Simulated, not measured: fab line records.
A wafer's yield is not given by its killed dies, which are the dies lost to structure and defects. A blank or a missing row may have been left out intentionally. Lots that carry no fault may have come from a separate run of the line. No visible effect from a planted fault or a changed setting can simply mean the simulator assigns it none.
Which tool did it?	flow gf180mcu	Sampling: 13 lots, 39 wafers, 3 of 602 route steps

== WHAT THE GAUGES SHOWED, per wafer ==
GF_M3_CD_MEAS_14: target cd 280 nm. Usual: cd-nm 279.7 nm, standard deviation 1.3.
lot	measured	on	cd-nm (nm)	flag
L287	day 21 13:44	cd-sem-01	278.5 278.2 280.5	
L289	day 22 02:52	cd-sem-01	280.5 279.4 280.7	
L291	day 23 02:22	cd-sem-01	278.7 279.2 278.5	
L292	day 23 13:47	cd-sem-01	278.2 279.5 279.1	
L293	day 23 18:04	cd-sem-01	280.9 280.9 280.8	
L295	day 24 03:11	cd-sem-02	279.2 278.7 277.6	
L298	day 25 11:23	cd-sem-01	280.4 279.2 280.3	
L300	day 25 23:38	cd-sem-01	280.3 283.0 280.7	
L301	day 26 06:58	cd-sem-01	280.7 280.4 279.6	
L302	day 26 17:20	cd-sem-02	279.4 279.8 280.2	
L303	day 26 19:56	cd-sem-01	281.2 280.5 279.8	
L308	day 28 09:10	cd-sem-02	279.9 280.9 281.0	
L309	day 28 11:11	cd-sem-02	280.4 279.8 279.5	

GF_V4_THK_MEAS_03. Usual: V4_CVD_02_THK 849 nm, standard deviation 11.
lot	measured	on	V4_CVD_02_THK (nm)	flag
L287	day 23 16:51	film-metro-02	831 844 860	
L289	day 24 04:54	film-metro-04	842 860 853	
L291	day 25 02:08	film-metro-01	835 837 854	
L292	day 25 13:44	film-metro-02	853 854 861	
L293	day 25 17:52	film-metro-01	845 850 852	
L295	day 26 01:49	film-metro-04	861 874 875	
L298	day 27 09:04	film-metro-04	855 863 860	
L300	day 27 20:33	film-metro-02	850 842 857	
L301	day 28 03:18	film-metro-01	834 839 858	
L302	day 28 13:00	film-metro-04	861 862 860	
L303	day 28 15:33	film-metro-01	862 865 858	
L308	day 30 04:49	film-metro-04	840 846 848	
L309	day 30 06:02	film-metro-01	835 836 845	

== WHICH TOOL RAN EACH LOT (tool, then ch and the chambers of the sampled wafers, then the start) ==
lot	GF_M3_METAL_ETCH_16
L287	rie-metal-02 ch 0,1, day 21 13:53
L289	rie-metal-04 ch 1, day 22 03:02
L291	rie-metal-02 ch 0,1, day 23 02:32
L292	rie-metal-02 ch 0,1, day 23 13:56
L293	rie-metal-02 ch 0,1, day 23 18:13
L295	rie-metal-01 ch 0,1, day 24 03:20
L298	rie-metal-04 ch 0,1, day 25 11:31
L300	rie-metal-04 ch 0,1, day 25 23:47
L301	rie-metal-01 ch 0,1, day 26 07:08
L302	rie-metal-02 ch 0,1, day 26 17:30
L303	rie-metal-04 ch 0, day 26 20:07
L308	rie-metal-04 ch 0,1, day 28 09:20
L309	rie-metal-04 ch 0,1, day 28 11:21
- GF_M3_METAL_ETCH_16: etches the open film in Cl2/BCl3, stops on SiO2, target depth 750.8 nm, time 125.1 s.

== WHAT THE TOOLS THEMSELVES READ (means of the sampled wafers that have a number; where no wafer has one, the mark that the record gives instead) ==
GF_M3_METAL_ETCH_16. Usual: drypump-motor-current-A 5.8 A, standard deviation 0.38; oes-product-au 0.993 a.u., standard deviation 0.0064; throttle-valve-pct 28.228 %, standard deviation 0.01.
lot	tool	drypump-motor-current-A (A)	oes-product-au (a.u.)	throttle-valve-pct (%)	flag
L287	rie-metal-02	5.5	0.991	28.225	
L289	rie-metal-04	5.8	0.996	28.226	
L291	rie-metal-02	5.5	0.998	28.219	
L292	rie-metal-02	5.2	0.987	28.223	
L293	rie-metal-02	5.2	0.994	28.224	
L295	rie-metal-01	6.1	0.987	28.225	
L298	rie-metal-04	5.8	0.991	28.226	
L300	rie-metal-04	5.8	0.996	28.229	
L301	rie-metal-01	6.0	0.992	28.223	
L302	rie-metal-02	5.5	0.993	28.226	
L303	rie-metal-04	5.8	0.994	28.223	
L308	rie-metal-04	5.8	0.993	28.232	
L309	rie-metal-04	5.8	0.997	28.213	

== THE ANSWER, worked out from the rows above alone ==
Rule: a lot is off if the mean of its wafers that have a number lies more than 3 standard deviations from the usual mean. A lot without any number at a reading at which 4 lots or more have one is off too. All remaining lots with rows at the step are treated as sound. The gauges are gone through in route order, then the tools' own readings, and for those a lot's mean is taken as printed above. At the first step where some lot is off, the reading lying furthest off is the one used; lots without a number count as furthest.
None of the lots is off at any reading shown; this tells nothing.

== WHAT HAD BEEN PUT IN BY THE SIMULATOR ==
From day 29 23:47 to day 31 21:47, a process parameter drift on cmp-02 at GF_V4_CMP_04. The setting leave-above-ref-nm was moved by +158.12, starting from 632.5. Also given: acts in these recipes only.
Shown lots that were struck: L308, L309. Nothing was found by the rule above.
